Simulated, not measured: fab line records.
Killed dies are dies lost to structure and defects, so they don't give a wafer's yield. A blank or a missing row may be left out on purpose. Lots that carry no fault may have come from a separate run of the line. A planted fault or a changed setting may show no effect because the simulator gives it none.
Chamber matching + flow sky130 + 4 sister chambers for SKY_POLY_GATE_ETCH_15 on rieDiel-02
The step etches BARC in N2/H2, stops on SiO2, time 118.5 s, target depth 110 nm. 20 wafers are shown with their chamber, then 10 later ones without.

## WAFERS WITH THEIR CHAMBER
| wafer  | chamber | drypumpMotorCurrentA (A) | biasW (W) | throttleValvePct (%) |
|--------|---------|--------------------------|-----------|----------------------|
| L074.3 | 1       | 6.3                      | 100.38    | 13.207               |
| L074.5 | 3       | 5.0                      | 100.14    | 13.223               |
| L074.6 | 2       | 5.7                      | 100.31    | 13.205               |
| L075.3 | 2       | 5.8                      | 99.68     | 13.216               |
| L075.5 | 1       | 6.3                      | 100.17    | 13.200               |
| L075.6 | 2       | 5.8                      | 99.67     | 13.204               |
| L084.1 | 1       | 6.3                      | 100.48    | 13.219               |
| L084.2 | 2       | 5.7                      | 99.66     | 13.221               |
| L084.4 | 0       | 5.5                      | 99.91     | 13.213               |
| L086.2 | 1       | 6.3                      | 99.82     | 13.214               |
| L086.4 | 3       | 5.0                      | 99.93     | 13.220               |
| L086.5 | 2       | 5.7                      | 99.98     | 13.199               |
| L091.2 | 3       | 5.0                      | 99.76     | 13.210               |
| L091.3 | 2       | 5.7                      | 100.31    | 13.224               |
| L091.4 | 1       | 6.3                      | 100.24    | 13.209               |
| L092.4 | 1       | 6.3                      | 99.93     | 13.219               |
| L092.5 | 1       | 6.3                      | 100.28    | 13.221               |
| L092.6 | 0       | 5.5                      | 99.80     | 13.234               |
| L097.1 | 1       | 6.3                      | 99.94     | 13.215               |
| L097.2 | 0       | 5.5                      | 99.61     | 13.212               |

SIGNATURES, as means of the wafers listed above
| reading              | chamber 0 | chamber 1 | chamber 2 | chamber 3 | scatter within a chamber |
|----------------------|-----------|-----------|-----------|-----------|--------------------------|
| drypumpMotorCurrentA | 5.500     | 6.300     | 5.733     | 5.000     | 0.0289                   |
| biasW                | 99.7733   | 100.1550  | 99.9350   | 99.9433   | 0.25                     |
| throttleValvePct     | 13.21967  | 13.21300  | 13.21150  | 13.21767  | 0.00896                  |
Rule: a wafer lies at a distance from a chamber equal to the root of the sum of squares, over the readings, of (its reading less the chamber's mean, divided by the reading's scatter). If the next closest chamber is less than 2 further off than the closest, the wafer can't be placed; otherwise it belongs to the closest. The scatter is the square root of a quotient: the sum, over the shown wafers, of each reading's squared deviation from its chamber's mean, divided by wafers minus chambers.

## WAFERS WHOSE CHAMBER IS MISSING
| wafer  | drypumpMotorCurrentA (A) | biasW (W) | throttleValvePct (%) |
|--------|--------------------------|-----------|----------------------|
| L097.4 | 5.7                      | 99.51     | 13.214               |
| L095.1 | 6.3                      | 99.78     | 13.225               |
| L095.3 | 5.7                      | 100.36    | 13.211               |
| L095.6 | 6.3                      | 99.50     | 13.207               |
| L093.2 | 5.0                      | 99.87     | 13.217               |
| L093.5 | 5.0                      | 100.06    | 13.222               |
| L093.6 | 5.5                      | 99.75     | 13.208               |
| L096.2 | 5.5                      | 100.56    | 13.227               |
| L096.3 | 6.3                      | 99.89     | 13.216               |
| L096.4 | 5.0                      | 100.28    | 13.226               |

## WHICH CHAMBER EACH ONE RAN IN
| wafer  | from the rows above | in truth |
|--------|---------------------|----------|
| L097.4 | 2                   | 2        |
| L095.1 | 1                   | 1        |
| L095.3 | 2                   | 2        |
| L095.6 | 1                   | 1        |
| L093.2 | 3                   | 3        |
| L093.5 | 3                   | 3        |
| L093.6 | 0                   | 0        |
| L096.2 | 0                   | 0        |
| L096.3 | 1                   | 1        |
| L096.4 | 3                   | 3        |
Correctly placed: 10 of 10. Can't be placed from these rows: 0. Wrongly placed: 0.
